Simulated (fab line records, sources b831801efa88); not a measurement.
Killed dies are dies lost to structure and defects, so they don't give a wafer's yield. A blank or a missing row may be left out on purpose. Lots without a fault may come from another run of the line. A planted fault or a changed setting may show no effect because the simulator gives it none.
Which tool did it? | flow gf180mcu | 11 lots, 33 wafers sampled, at 2 steps of a route of 602

WHAT THE GAUGES READ, wafer by wafer
GF_V1_THK_MEAS_03.
lot  | measured     | on            | V1_CVD_02_THK (nm)
L587 | day 17 06:14 | film_metro-03 | 850 850 851
L588 | day 17 10:44 | film_metro-03 | 844 838 868
L590 | day 18 01:30 | film_metro-01 | 844 842 849
L591 | day 18 03:49 | film_metro-04 | 839 859 861
L592 | day 18 20:40 | film_metro-04 | 855 838 845
L593 | day 19 09:22 | film_metro-04 | 855 856 855
L594 | day 19 23:36 | film_metro-01 | 837 835 863
L601 | day 22 22:09 | film_metro-04 | 923 934 927
L604 | day 23 12:15 | film_metro-04 | 933 912 943
L609 | day 25 00:30 | film_metro-04 | 863 870 883
L610 | day 25 12:33 | film_metro-03 | 850 854 851

WHICH TOOL RAN EACH LOT (tool, then ch and the chambers of the sampled wafers, then the start)
lot  | GF_V1_CVD_02
L587 | pecvd-04 ch 0,1,2, day 17 06:11
L588 | pecvd-03 ch 0,1,2, day 17 10:40
L590 | pecvd-01 ch 1,2, day 18 01:25
L591 | pecvd-04 ch 0,1,2, day 18 03:44
L592 | pecvd-01 ch 0,2, day 18 20:35
L593 | pecvd-01 ch 0,2, day 19 09:16
L594 | pecvd-04 ch 0,1, day 19 23:32
L601 | pecvd-04 ch 0,1,2, day 22 22:05
L604 | pecvd-04 ch 0,2, day 23 12:10
L609 | pecvd-01 ch 0,1,2, day 25 00:25
L610 | pecvd-01 ch 0,1,2, day 25 12:29
- GF_V1_CVD_02: deposits SiO2 from TEOS, target thk 850 nm, time 94.851 s.

WHAT THE TOOLS THEMSELVES READ (means of the sampled wafers that have a number; where no wafer has one, the mark that the record gives instead)
GF_V1_CVD_02.
lot  | tool     | heater_power_w (W) | rf_fwd_power_W (W)
L587 | pecvd-04 | 540                | 594.8
L588 | pecvd-03 | 720                | 597.4
L590 | pecvd-01 | 668                | 596.6
L591 | pecvd-04 | 580                | 597.2
L592 | pecvd-01 | 683                | 594.5
L593 | pecvd-01 | 708                | 598.3
L594 | pecvd-04 | 598                | 594.9
L601 | pecvd-04 | 557                | 835.9
L604 | pecvd-04 | 441                | 834.5
L609 | pecvd-01 | 625                | 595.7
L610 | pecvd-01 | 681                | 595.1

THE ANSWER, worked out from the rows above alone
Rule: what is usual is taken from the lots themselves. Put in order of their means at a reading, lots are off if they are a third of the lots or fewer, leave a main group of 4 or more, and stand apart from it by a gap of 3 or more times the standard deviation of the main group's means; of several such gaps the widest counts. A main group whose means are all the same, to the digits that the tables above print for the reading, isn't used. A lot without any number at a reading at which 4 lots or more have one is off too. The other lots that the step has rows for count as sound. The gauges are gone through in route order, then the tools' own readings, and for those a lot's mean is taken as printed above. The first step at which some lot is off is used, and at that step the reading that is off furthest; a lot without a number counts as furthest.
Off: L601, L604, at GF_V1_THK_MEAS_03 (V1_CVD_02_THK). The main group: mean 852 nm, standard deviation 7.8.
A tool fits if, at a process step before that reading, it ran every lot that is off, and no sound lot after the first of them. The gauges at GF_V1_THK_MEAS_03 aren't tried: what is off there is off at GF_V1_CVD_02 too, on other tools, and a gauge's error can't cause that. One fits: pecvd-04 at GF_V1_CVD_02. Its last sound lot is L594 (day 19 23:32), its first lot that is off L601 (day 22 22:05): a fault that began between those two fits.
The tool's own readings at GF_V1_CVD_02 bear it out: on the lots that are off they differ by more than 5 times the standard deviation of the sound lots' means. rf_fwd_power_W reads 835.2 W there against 596.1 W on the sound lots.

WHAT THE SIMULATOR HAD PUT IN
Process parameter drift: pecvd-04, from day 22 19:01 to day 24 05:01, at GF_V1_CVD_02. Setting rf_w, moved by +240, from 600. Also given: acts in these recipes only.
Lots struck among those shown: L601, L604. The rule above found the same.
